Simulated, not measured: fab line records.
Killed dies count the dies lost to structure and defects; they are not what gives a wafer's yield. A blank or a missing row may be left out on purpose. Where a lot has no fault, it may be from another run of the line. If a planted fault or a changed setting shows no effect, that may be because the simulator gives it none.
Matching of chambers | flow gf180mcu | GF_V5_CMP_04 on cmp-02: 4 sister chambers
The step polishes SiO2. 4 wafers are shown with their chamber, then 8 later ones without.

## EACH WAFER AND ITS CHAMBER
wafer  | chamber | motor current A (A)
L739.2 | 2       | 11.0
L745.1 | 1       | 14.5
L745.6 | 3       | 10.8
L750.4 | 0       | 12.7

## WAFERS WHOSE CHAMBER IS MISSING
wafer  | motor current A (A)
L750.5 | 11.9
L750.6 | 14.6
L751.1 | 15.1
L751.3 | 12.4
L751.4 | 11.0
L752.3 | 12.0
L752.5 | 11.4
L752.6 | 14.2

## CHAMBER TAKEN BY EACH
wafer  | from the rows above          | in truth
L750.5 | can't be placed: 0 or 2 or 3 | 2
L750.6 | 1                            | 1
L751.1 | 1                            | 1
L751.3 | 0                            | 0
L751.4 | can't be placed: 2 or 3      | 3
L752.3 | can't be placed: 0 or 2 or 3 | 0
L752.5 | can't be placed: 2 or 3 or 0 | 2
L752.6 | 1                            | 1
Correctly placed: 4 of 8. Cannot be placed on the basis of these rows: 4; the candidates contain the true chamber in 4. 0 placed wrongly.
How it was worked out, from the rows above alone: a wafer's distance from a chamber is the root of the sum, over the readings, of the square of ((its reading less the chamber's mean) divided by the reading's scatter). If the next closest chamber is less than 2 further off than the closest, the wafer can't be placed; otherwise it belongs to the closest. Each chamber's mean is taken over the wafers shown for it. The scatter (one wafer shown for each chamber): square how far every hidden wafer sits from the nearest shown wafer, average those squares and take the square root.
